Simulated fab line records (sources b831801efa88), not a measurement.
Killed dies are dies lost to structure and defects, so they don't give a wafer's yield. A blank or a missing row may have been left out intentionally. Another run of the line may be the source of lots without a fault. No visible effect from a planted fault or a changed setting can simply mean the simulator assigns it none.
fab line records	flow sky130
record lots=24	wafers=72	lastDay=50
route steps=708 shown SD_P@331 LI_CONTACT@377 CONTACT@423 VIA1@459 METAL2@484
lots with no fault: from the same line, run without faults
startH: hours from the record's first day to the start of the lot's first wafer shown	waitH: hours elapsed since this lot's preceding step	" the same as in the row above	L1.1+2: several wafers, shown together as one row	- no value, or no start was given	* or withheld: withheld	< > ~ a bound
route shown NAME@n: NAME is a module with steps in the file, n the number in the route of the first one	usual: the fault-free wafers' mean and standard deviation	same: alike in all rows	chamber/n: place in a boat	sites: the reading at each site	_std_site: standard deviation of those values	_edge_site: the outer-site mean with the inner-site mean subtracted	radiusMm: for every site, how far away it sits from the centre of the wafer	mask NAME#n: copy n	behind: the last tool/chamber to shape the wafer	hold: what put the lot on hold/how long, in hours/how the hold closed	device: names the non-switching transistor (n, p or np)	end of line: tests run on the same wafers once the route is complete	step lacking rows: just its recipe	killed: at the first sort, the dies lost to defects and structure; wafer yield is something else	map: dies across one wafer; x = killed, . = not, _ = none there
set.NAME: setting as actually run; set.NAME@STEP: the setting as run at that earlier step	model.NAME: the simulator's own value behind a step, which no gauge read
a sample of lots followed through the steps of the route, with each step as a table and each wafer as a row
services: when a tool's chamber went out of use (startH, in hours from the record's first day, below 0 if earlier), for how many hours, and the reason
## steps
# step SKY_SD_P_TW_MEAS_11
# usual SD_P_TW=2819/13
lot.wafer	tool	chamber	startH	waitH	SD_P_TW
L075.2	filmMetro-02	-	583.07	0.1	2806
L075.3	"	-	"	"	2799
L075.6	"	-	"	"	2793
L074.1	filmMetro-03	-	583.25	0.1	2797
L074.5	"	-	"	"	2820
L074.6	"	-	"	"	2810
L076.1	filmMetro-02	-	627.31	0.1	2834
L076.4	"	-	"	"	2830
L076.5	"	-	"	"	2836
L077.1	filmMetro-02	-	628.55	0.1	2808
L077.2	"	-	"	"	2810
L077.4	"	-	"	"	2808
L078.1	filmMetro-02	-	712.30	0.1	2817
L078.2	"	-	"	"	2805
L078.4	"	-	"	"	2803
L079.1	filmMetro-02	-	714.50	0.1	2817
L079.2	"	-	"	"	2840
L079.6	"	-	"	"	2828
L080.2	filmMetro-03	-	715.86	0.1	2824
L080.3	"	-	"	"	2824
L080.4	"	-	"	"	2802
L083.1	filmMetro-03	-	716.45	0.1	2823
L083.4	"	-	"	"	2834
L083.5	"	-	"	"	2827
L085.3	filmMetro-03	-	716.77	0.1	2841
L085.4	"	-	"	"	2825
L085.6	"	-	"	"	2822
L081.1	filmMetro-04	-	716.81	0.1	2824
L081.3	"	-	"	"	2822
L081.4	"	-	"	"	2806
L084.2	filmMetro-03	-	718.01	0.1	2829
L084.3	"	-	"	"	2798
L084.4	"	-	"	"	2829
L082.1	filmMetro-02	-	718.65	0.1	2810
L082.4	"	-	"	"	2812
L082.5	"	-	"	"	2812
L086.1	filmMetro-02	-	721.45	0.1	2810
L086.3	"	-	"	"	2812
L086.4	"	-	"	"	2811
L088.3	filmMetro-04	-	725.87	0.1	2822
L088.4	"	-	"	"	2808
L088.6	"	-	"	"	2815
L087.1	filmMetro-04	-	726.95	0.1	2839
L087.3	"	-	"	"	2828
L087.4	"	-	"	"	2838
L089.1	filmMetro-02	-	727.25	0.1	2827
L089.2	"	-	"	"	2803
L089.5	"	-	"	"	2807
L090.1	filmMetro-03	-	727.55	0.1	2834
L090.4	"	-	"	"	2832
L090.5	"	-	"	"	2832
L091.1	filmMetro-02	-	728.50	0.1	2795
L091.2	"	-	"	"	2813
L091.4	"	-	"	"	2799
L092.1	filmMetro-02	-	731.46	0.1	2803
L092.3	"	-	"	"	2804
L092.4	"	-	"	"	2805
L093.2	filmMetro-03	-	739.82	0.1	2847
L093.5	"	-	"	"	2830
L093.6	"	-	"	"	2851
L094.1	filmMetro-03	-	742.55	0.1	2830
L094.3	"	-	"	"	2827
L094.6	"	-	"	"	2836
L095.1	filmMetro-04	-	746.11	0.1	2811
L095.4	"	-	"	"	2812
L095.5	"	-	"	"	2816
L096.2	filmMetro-03	-	754.11	0.1	2808
L096.4	"	-	"	"	2814
L096.5	"	-	"	"	2811
L097.3	filmMetro-03	-	766.68	0.1	2819
L097.4	"	-	"	"	2831
L097.6	"	-	"	"	2826
# step SKY_LI_CONTACT_ETCH_15
# recipe target=PSG	chemistry=C4F8/O2/Ar	stopOn=Si	taperDeg=4.15	maskMaterial=KrF-thick	sourceW=1500	biasW=1200	pressureMtorr=40	c4f8FlowSccm=withheld	O2_flow_sccm=6	Ar_flow_sccm=300	timeS=withheld	targetDepthA=6000
# usual oesProductAu=0.836/0.0046
lot.wafer	tool	chamber	startH	waitH	oesProductAu
L075.2	rieDiel-04	2	669.65	0.0	0.831
L075.3	"	0	"	"	0.832
L075.6	"	2	"	"	0.822
L074.1	rieDiel-04	2	670.91	0.0	0.843
L074.5	"	0	"	"	0.842
L074.6	"	1	"	"	0.836
L076.1	rieDiel-04	1	713.65	0.0	0.832
L076.4	"	0	"	"	0.832
L076.5	"	2	"	"	0.840
L077.1	rieDiel-02	3	714.81	0.0	0.840
L077.2	"	0	"	"	0.846
L077.4	"	2	"	"	0.839
L078.1	rieDiel-03	3	795.60	0.0	0.840
L078.2	"	0	"	"	0.843
L078.4	"	2	"	"	0.831
L079.1	rieDiel-02	0	797.81	0.0	0.826
L079.2	"	1	"	"	0.837
L079.6	"	0	"	"	0.836
L080.2	rieDiel-02	3	798.96	0.0	0.833
L080.3	"	0	"	"	0.840
L080.4	"	0	"	"	0.834
L083.1	rieDiel-04	1	800.20	0.0	0.844
L083.4	"	0	"	"	0.834
L083.5	"	2	"	"	0.839
L085.3	rieDiel-03	0	800.35	0.0	0.837
L085.4	"	2	"	"	0.834
L085.6	"	0	"	"	0.834
L081.1	rieDiel-02	1	801.30	0.0	0.841
L081.3	"	3	"	"	0.832
L081.4	"	3	"	"	0.836
L084.2	rieDiel-03	1	802.26	0.0	0.842
L084.3	"	3	"	"	0.821
L084.4	"	2	"	"	0.835
L082.1	rieDiel-02	1	803.20	0.0	0.836
L082.4	"	3	"	"	0.833
L082.5	"	0	"	"	0.835
L086.1	rieDiel-03	2	805.11	0.0	0.829
L086.3	"	0	"	"	0.840
L086.4	"	3	"	"	0.829
L088.3	rieDiel-04	3	808.40	0.0	0.838
L088.4	"	0	"	"	0.837
L088.6	"	2	"	"	0.834
L087.1	rieDiel-04	0	809.75	0.0	0.834
L087.3	"	3	"	"	0.831
L087.4	"	1	"	"	0.838
L089.1	rieDiel-04	3	810.56	0.0	0.842
L089.2	"	0	"	"	0.831
L089.5	"	2	"	"	0.831
L090.1	rieDiel-04	2	811.26	0.0	0.833
L090.4	"	0	"	"	0.839
L090.5	"	3	"	"	0.840
L091.1	rieDiel-02	2	811.61	0.0	0.833
L091.2	"	0	"	"	0.838
L091.4	"	1	"	"	0.837
L092.1	rieDiel-03	1	812.80	0.0	0.827
L092.3	"	3	"	"	0.836
L092.4	"	2	"	"	0.834
L093.2	rieDiel-02	2	821.20	0.0	0.833
L093.5	"	3	"	"	0.832
L093.6	"	0	"	"	0.839
L094.1	rieDiel-04	2	823.65	0.0	0.837
L094.3	"	0	"	"	0.831
L094.6	"	3	"	"	0.833
L095.1	rieDiel-03	2	827.30	0.0	0.837
L095.4	"	1	"	"	0.835
L095.5	"	0	"	"	0.831
L096.2	rieDiel-04	3	835.15	0.0	0.835
L096.4	"	2	"	"	0.837
L096.5	"	3	"	"	0.837
L097.3	rieDiel-03	3	848.70	0.0	0.831
L097.4	"	2	"	"	0.837
L097.6	"	2	"	"	0.838
# step SKY_CONTACT_ETCH_17
# recipe target=SiO2	chemistry=C4F8/O2/Ar	stopOn=Si3N4	maskMaterial=KrF-thick	sourceW=1500	biasW=1200	pressureMtorr=40	c4f8FlowSccm=withheld	O2_flow_sccm=6	Ar_flow_sccm=300	timeS=withheld	targetDepthA=3400
# usual oesProductAu=0.891/0.0046
lot.wafer	tool	chamber	startH	waitH	oesProductAu
L075.2	rieDiel-02	0	729.79	0.0	0.891
L075.3	"	3	"	"	0.894
L075.6	"	1	"	"	0.899
L074.1	rieDiel-01	1	729.95	0.0	0.887
L074.5	"	3	"	"	0.901
L074.6	"	2	"	"	0.883
L076.1	rieDiel-01	2	772.15	0.0	0.896
L076.4	"	3	"	"	0.888
L076.5	"	0	"	"	0.893
L077.1	rieDiel-02	2	772.21	0.0	0.887
L077.2	"	0	"	"	0.893
L077.4	"	3	"	"	0.897
L078.1	rieDiel-04	0	851.24	0.0	0.893
L078.2	"	2	"	"	0.890
L078.4	"	1	"	"	0.886
L079.1	rieDiel-01	3	852.20	0.0	0.892
L079.2	"	2	"	"	0.892
L079.6	"	0	"	"	0.886
L080.2	rieDiel-04	1	853.35	0.0	0.891
L080.3	"	0	"	"	0.887
L080.4	"	3	"	"	0.890
L083.1	rieDiel-02	1	854.30	0.0	0.890
L083.4	"	3	"	"	0.895
L083.5	"	1	"	"	0.888
L085.3	rieDiel-01	2	854.65	0.0	0.896
L085.4	"	1	"	"	0.895
L085.6	"	0	"	"	0.889
L081.1	rieDiel-04	0	855.46	0.0	0.895
L081.3	"	3	"	"	0.888
L081.4	"	1	"	"	0.888
L084.2	rieDiel-02	2	855.90	0.0	0.900
L084.3	"	1	"	"	0.883
L084.4	"	3	"	"	0.887
L082.1	rieDiel-01	1	856.55	0.0	0.895
L082.4	"	3	"	"	0.893
L082.5	"	2	"	"	0.886
L086.1	rieDiel-04	2	860.00	0.0	0.891
L086.3	"	0	"	"	0.885
L086.4	"	3	"	"	0.891
L088.3	rieDiel-02	3	862.54	0.0	0.885
L088.4	"	0	"	"	0.892
L088.6	"	0	"	"	0.890
L087.1	rieDiel-02	3	863.79	0.0	0.887
L087.3	"	2	"	"	0.890
L087.4	"	1	"	"	0.894
L089.1	rieDiel-04	1	864.14	0.0	0.884
L089.2	"	2	"	"	0.894
L089.5	"	2	"	"	0.882
L090.1	rieDiel-02	2	864.53	0.0	0.889
L090.4	"	0	"	"	0.894
L090.5	"	3	"	"	0.882
L091.1	rieDiel-04	0	866.05	0.0	0.895
L091.2	"	2	"	"	0.889
L091.4	"	1	"	"	0.900
L092.1	rieDiel-02	3	867.59	0.0	0.885
L092.3	"	0	"	"	0.890
L092.4	"	2	"	"	0.888
L093.2	rieDiel-02	3	876.05	0.0	0.891
L093.5	"	3	"	"	0.889
L093.6	"	2	"	"	0.887
L094.1	rieDiel-02	3	878.09	0.0	0.890
L094.3	"	1	"	"	0.898
L094.6	"	1	"	"	0.890
L095.1	rieDiel-01	3	882.21	0.0	0.894
L095.4	"	2	"	"	0.891
L095.5	"	3	"	"	0.885
L096.2	rieDiel-04	2	888.71	0.0	0.894
L096.4	"	0	"	"	0.891
L096.5	"	2	"	"	0.886
L097.3	rieDiel-02	2	902.90	0.0	0.890
L097.4	"	3	"	"	0.882
L097.6	"	3	"	"	0.889
# step SKY_CONTACT_ETCH_18
# recipe target=Si3N4	chemistry=CHF3/O2	stopOn=TiN	sourceW=600	biasW=200	pressureMtorr=40	chf3FlowSccm=50	O2_flow_sccm=5	timeS=39	targetDepthA=750
# usual drypumpMotorCurrentA=5.8/0.42	oesProductAu=0.853/0.0078	throttleValvePct=8.792/0.0086
lot.wafer	tool	chamber	startH	waitH	drypumpMotorCurrentA	oesProductAu	rfHoursCounterH	throttleValvePct
L075.2	rieDiel-02	0	-	-	5.9	0.848	14	8.787
L075.3	"	3	"	"	5.1	0.842	1	8.788
L075.6	"	1	"	"	5.6	0.853	-	8.800
L074.1	rieDiel-01	1	-	-	6.4	0.852	13	8.789
L074.5	"	3	"	"	6.0	0.865	-	8.798
L074.6	"	2	"	"	5.8	0.855	-	8.796
L076.1	rieDiel-01	2	-	-	5.8	0.849	2	8.808
L076.4	"	3	"	"	6.0	0.853	9	8.786
L076.5	"	0	"	"	5.3	0.850	-	8.803
L077.1	rieDiel-02	2	-	-	6.4	0.844	38	8.792
L077.2	"	0	"	"	5.9	0.837	15	8.793
L077.4	"	3	"	"	5.1	0.845	2	8.806
L078.1	rieDiel-04	0	-	-	5.4	0.840	11	8.793
L078.2	"	2	"	"	6.1	0.835	16	8.773
L078.4	"	1	"	"	5.2	0.853	27	8.802
L079.1	rieDiel-01	3	-	-	6.0	0.846	11	8.789
L079.2	"	2	"	"	5.8	0.850	4	8.792
L079.6	"	0	"	"	5.3	0.873	-	8.785
L080.2	rieDiel-04	1	-	-	5.2	0.850	27	8.779
L080.3	"	0	"	"	5.4	0.851	11	8.789
L080.4	"	3	"	"	5.7	0.858	11	8.790
L083.1	rieDiel-02	1	-	-	5.6	0.856	8	8.782
L083.4	"	3	"	"	5.1	0.842	5	8.808
L083.5	"	1	"	"	5.6	0.853	-	8.802
L085.3	rieDiel-01	2	-	-	5.8	0.859	4	8.789
L085.4	"	1	"	"	6.4	0.848	16	8.791
L085.6	"	0	"	"	5.3	0.845	-	8.792
L081.1	rieDiel-04	0	-	-	5.4	0.838	11	8.779
L081.3	"	3	"	"	5.8	0.841	11	8.782
L081.4	"	1	"	"	5.2	0.853	27	8.802
L084.2	rieDiel-02	2	-	-	6.4	0.846	2	8.793
L084.3	"	1	"	"	5.6	0.849	8	8.808
L084.4	"	3	"	"	5.1	0.848	5	8.796
L082.1	rieDiel-01	1	-	-	6.4	0.854	16	8.809
L082.4	"	3	"	"	6.0	0.861	11	8.799
L082.5	"	2	"	"	5.8	0.868	-	8.802
L086.1	rieDiel-04	2	-	-	6.1	0.846	16	8.787
L086.3	"	0	"	"	5.4	0.855	11	8.795
L086.4	"	3	"	"	5.8	0.860	-	8.790
L088.3	rieDiel-02	3	-	-	5.1	0.847	5	8.781
L088.4	"	0	"	"	5.9	0.847	18	8.787
L088.6	"	0	"	"	5.9	0.858	-	8.802
L087.1	rieDiel-02	3	-	-	5.1	0.854	5	8.799
L087.3	"	2	"	"	6.3	0.853	2	8.802
L087.4	"	1	"	"	5.6	0.864	8	8.796
L089.1	rieDiel-04	1	-	-	5.2	0.851	27	8.802
L089.2	"	2	"	"	6.1	0.849	16	8.788
L089.5	"	2	"	"	6.1	0.858	-	8.773
L090.1	rieDiel-02	2	-	-	6.4	0.840	2	8.777
L090.4	"	0	"	"	5.9	0.845	18	8.783
L090.5	"	3	"	"	5.1	0.856	-	8.783
L091.1	rieDiel-04	0	-	-	5.4	0.854	11	8.801
L091.2	"	2	"	"	6.1	0.851	16	8.802
L091.4	"	1	"	"	5.2	0.849	27	8.790
L092.1	rieDiel-02	3	-	-	5.1	0.842	6	8.788
L092.3	"	0	"	"	5.9	0.867	18	8.777
L092.4	"	2	"	"	6.4	0.867	2	8.796
L093.2	rieDiel-02	3	-	-	5.1	0.848	6	8.791
L093.5	"	3	"	"	5.1	0.854	-	8.803
L093.6	"	2	"	"	6.3	0.855	-	8.791
L094.1	rieDiel-02	3	-	-	5.1	0.848	6	8.787
L094.3	"	1	"	"	5.6	0.867	9	8.777
L094.6	"	1	"	"	5.6	0.848	-	8.792
L095.1	rieDiel-01	3	-	-	6.0	0.858	12	8.784
L095.4	"	2	"	"	5.8	0.866	6	8.796
L095.5	"	3	"	"	6.0	0.846	-	8.798
L096.2	rieDiel-04	2	-	-	6.1	0.855	18	8.783
L096.4	"	0	"	"	5.4	0.863	-	8.792
L096.5	"	2	"	"	6.1	0.870	-	8.786
L097.3	rieDiel-02	2	-	-	6.4	0.856	4	8.787
L097.4	"	3	"	"	5.1	0.849	7	8.800
L097.6	"	3	"	"	5.1	0.865	-	8.792
# step SKY_VIA1_THK_MEAS_01
# recipe reads=SiO2_of_VIA1_HDPCVD_00
# usual VIA1_HDPCVD_THK=1027/15
lot.wafer	tool	chamber	startH	waitH	VIA1_HDPCVD_THK[nm]
L075.2	filmMetro-02	-	759.65	0.1	1034
L075.3	"	-	"	"	1041
L075.6	"	-	"	"	1041
L074.1	filmMetro-04	-	759.99	0.1	1015
L074.5	"	-	"	"	1013
L074.6	"	-	"	"	1017
L076.1	filmMetro-04	-	801.99	0.1	1052
L076.4	"	-	"	"	1050
L076.5	"	-	"	"	1043
L077.1	filmMetro-03	-	802.56	0.1	1030
L077.2	"	-	"	"	1037
L077.4	"	-	"	"	1037
L078.1	filmMetro-04	-	879.98	0.1	1036
L078.2	"	-	"	"	1026
L078.4	"	-	"	"	1029
L079.1	filmMetro-03	-	881.14	0.1	1027
L079.2	"	-	"	"	1023
L079.6	"	-	"	"	1031
L080.2	filmMetro-02	-	882.00	0.1	1030
L080.3	"	-	"	"	1042
L080.4	"	-	"	"	1031
L083.1	filmMetro-03	-	882.93	0.1	1023
L083.4	"	-	"	"	1023
L083.5	"	-	"	"	1021
L085.3	filmMetro-03	-	883.30	0.1	1037
L085.4	"	-	"	"	1017
L085.6	"	-	"	"	1026
L081.1	filmMetro-03	-	884.62	0.1	1003
L081.3	"	-	"	"	1024
L081.4	"	-	"	"	1030
L084.2	filmMetro-03	-	884.99	0.1	1014
L084.3	"	-	"	"	1017
L084.4	"	-	"	"	1018
L082.1	filmMetro-04	-	885.30	0.1	1022
L082.4	"	-	"	"	1026
L082.5	"	-	"	"	1039
L086.1	filmMetro-04	-	887.93	0.1	1017
L086.3	"	-	"	"	1034
L086.4	"	-	"	"	1032
L088.3	filmMetro-02	-	890.62	0.1	1031
L088.4	"	-	"	"	1048
L088.6	"	-	"	"	1015
L087.1	filmMetro-02	-	891.93	0.1	1024
L087.3	"	-	"	"	1006
L087.4	"	-	"	"	1039
L089.1	filmMetro-03	-	892.48	0.1	1006
L089.2	"	-	"	"	1000
L089.5	"	-	"	"	1000
L090.1	filmMetro-03	-	894.17	0.1	1042
L090.4	"	-	"	"	1025
L090.5	"	-	"	"	1048
L091.1	filmMetro-02	-	894.30	0.1	994
L091.2	"	-	"	"	1019
L091.4	"	-	"	"	1008
L092.1	filmMetro-03	-	895.69	0.1	1024
L092.3	"	-	"	"	1020
L092.4	"	-	"	"	1024
L093.2	filmMetro-03	-	904.24	0.1	998
L093.5	"	-	"	"	1021
L093.6	"	-	"	"	1019
L094.1	filmMetro-04	-	906.08	0.1	1047
L094.3	"	-	"	"	1037
L094.6	"	-	"	"	1052
L095.1	filmMetro-04	-	909.35	0.1	1054
L095.4	"	-	"	"	1006
L095.5	"	-	"	"	1044
L096.2	filmMetro-03	-	916.31	0.1	1032
L096.4	"	-	"	"	1028
L096.5	"	-	"	"	995
L097.3	filmMetro-02	-	934.41	0.1	1042
L097.4	"	-	"	"	1039
L097.6	"	-	"	"	1031
# step SKY_METAL2_SPUTTER_01
# recipe material=TiN	targetThkNm=20	powerW=6500	timeS=16.7	chamberPressurePa=0.4
# usual cathodeDcPowerW=6500.1/1.2	throttleValvePct=29.9/1.1
lot.wafer	tool	chamber	startH	waitH	cathodeDcPowerW	throttleValvePct
L075.2	pvdSputter-04	-	788.75	0.0	6498.3	30.5
L075.3	"	-	"	"	6500.5	29.8
L075.6	"	-	"	"	6499.4	28.9
L074.1	pvdSputter-01	-	788.89	0.0	6501.7	28.8
L074.5	"	-	"	"	6502.6	30.7
L074.6	"	-	"	"	6501.1	29.0
L076.1	pvdSputter-03	-	829.04	0.0	6500.0	31.5
L076.4	"	-	"	"	6497.6	31.4
L076.5	"	-	"	"	6499.6	30.0
L077.1	pvdSputter-04	-	829.34	0.0	6498.3	29.9
L077.2	"	-	"	"	6498.8	29.9
L077.4	"	-	"	"	6500.1	29.0
L078.1	pvdSputter-03	-	910.03	0.0	6502.5	31.8
L078.2	"	-	"	"	6500.1	31.0
L078.4	"	-	"	"	6500.0	31.4
L079.1	pvdSputter-01	-	910.32	0.0	6499.5	30.5
L079.2	"	-	"	"	6500.5	28.9
L079.6	"	-	"	"	6499.9	28.8
L080.2	pvdSputter-01	-	910.62	0.0	6500.7	30.6
L080.3	"	-	"	"	6501.1	29.1
L080.4	"	-	"	"	6500.1	29.0
L083.1	pvdSputter-04	-	910.63	0.0	6500.1	28.8
L083.4	"	-	"	"	6500.2	29.7
L083.5	"	-	"	"	6500.5	30.7
L085.3	pvdSputter-03	-	910.92	0.0	6499.6	31.1
L085.4	"	-	"	"	6500.1	31.7
L085.6	"	-	"	"	6499.5	32.0
L081.1	pvdSputter-03	-	911.94	0.0	6502.5	31.3
L081.3	"	-	"	"	6498.7	30.2
L081.4	"	-	"	"	6501.1	31.4
L084.2	pvdSputter-01	-	912.03	0.0	6497.7	30.4
L084.3	"	-	"	"	6496.5	28.7
L084.4	"	-	"	"	6502.6	28.7
L082.1	pvdSputter-04	-	912.24	0.0	6500.2	29.8
L082.4	"	-	"	"	6501.1	28.9
L082.5	"	-	"	"	6502.3	30.2
L086.1	pvdSputter-03	-	914.71	0.0	6501.0	31.6
L086.3	"	-	"	"	6499.0	31.8
L086.4	"	-	"	"	6500.3	31.5
L088.3	pvdSputter-04	-	917.10	0.0	6499.4	29.0
L088.4	"	-	"	"	6501.2	30.6
L088.6	"	-	"	"	6500.0	28.6
L087.1	pvdSputter-01	-	917.46	0.0	6500.7	30.5
L087.3	"	-	"	"	6500.6	28.8
L087.4	"	-	"	"	6501.5	28.8
L089.1	pvdSputter-01	-	918.70	0.0	6499.9	30.5
L089.2	"	-	"	"	6500.7	29.1
L089.5	"	-	"	"	6499.0	28.6
L090.1	pvdSputter-04	-	919.91	0.0	6500.4	30.0
L090.4	"	-	"	"	6499.6	30.8
L090.5	"	-	"	"	6501.0	30.6
L091.1	pvdSputter-01	-	920.20	0.0	6501.5	30.1
L091.2	"	-	"	"	6498.6	28.9
L091.4	"	-	"	"	6498.2	28.5
L092.1	pvdSputter-04	-	921.46	0.0	6500.7	30.1
L092.3	"	-	"	"	6500.1	30.4
L092.4	"	-	"	"	6500.7	30.0
L093.2	pvdSputter-01	-	930.26	0.0	6500.2	28.6
L093.5	"	-	"	"	6500.8	28.6
L093.6	"	-	"	"	6499.6	28.7
L094.1	pvdSputter-01	-	932.49	0.0	6500.4	28.5
L094.3	"	-	"	"	6500.9	28.6
L094.6	"	-	"	"	6503.6	30.2
L095.1	pvdSputter-03	-	935.09	0.0	6500.8	31.4
L095.4	"	-	"	"	6500.1	29.9
L095.5	"	-	"	"	6502.6	31.6
L096.2	pvdSputter-01	-	942.64	0.0	6500.3	30.7
L096.4	"	-	"	"	6499.3	28.9
L096.5	"	-	"	"	6500.8	30.5
L097.3	pvdSputter-01	-	960.36	0.0	6502.6	28.6
L097.4	"	-	"	"	6500.4	28.7
L097.6	"	-	"	"	6500.2	30.7
## services
tool	chamber	startH	hours	kind
pvdSputter-01	-	647.49	3.3	repair
pvdSputter-01	-	660.96	4.3	repair
rieDiel-03	0	669.62	16.5	repair
rieDiel-04	2	678.15	4.4	repair
pvdSputter-01	-	688.43	3.9	repair
rieDiel-01	0	707.43	16.2	repair
rieDiel-04	0	709.82	3.2	repair
pvdSputter-04	-	713.45	1.0	repair
pvdSputter-04	-	721.00	1.3	repair
pvdSputter-01	-	722.45	14.3	repair
pvdSputter-04	-	749.59	3.3	repair
pvdSputter-04	-	752.64	0.5	repair
rieDiel-01	2	756.30	6.2	repair
rieDiel-03	3	772.90	2.5	repair
rieDiel-03	2	783.19	1.8	repair
rieDiel-03	2	832.68	2.2	repair
rieDiel-04	1	858.89	1.8	repair
rieDiel-02	-	882.13	1.2	repair
rieDiel-03	-	934.25	4.3	pm
rieDiel-04	-	944.37	14.6	pm
pvdSputter-01	-	946.49	1.5	repair
rieDiel-02	0	948.48	2.5	repair
rieDiel-04	3	959.14	5.7	repair
rieDiel-04	1	960.11	3.0	repair
## key
fault none
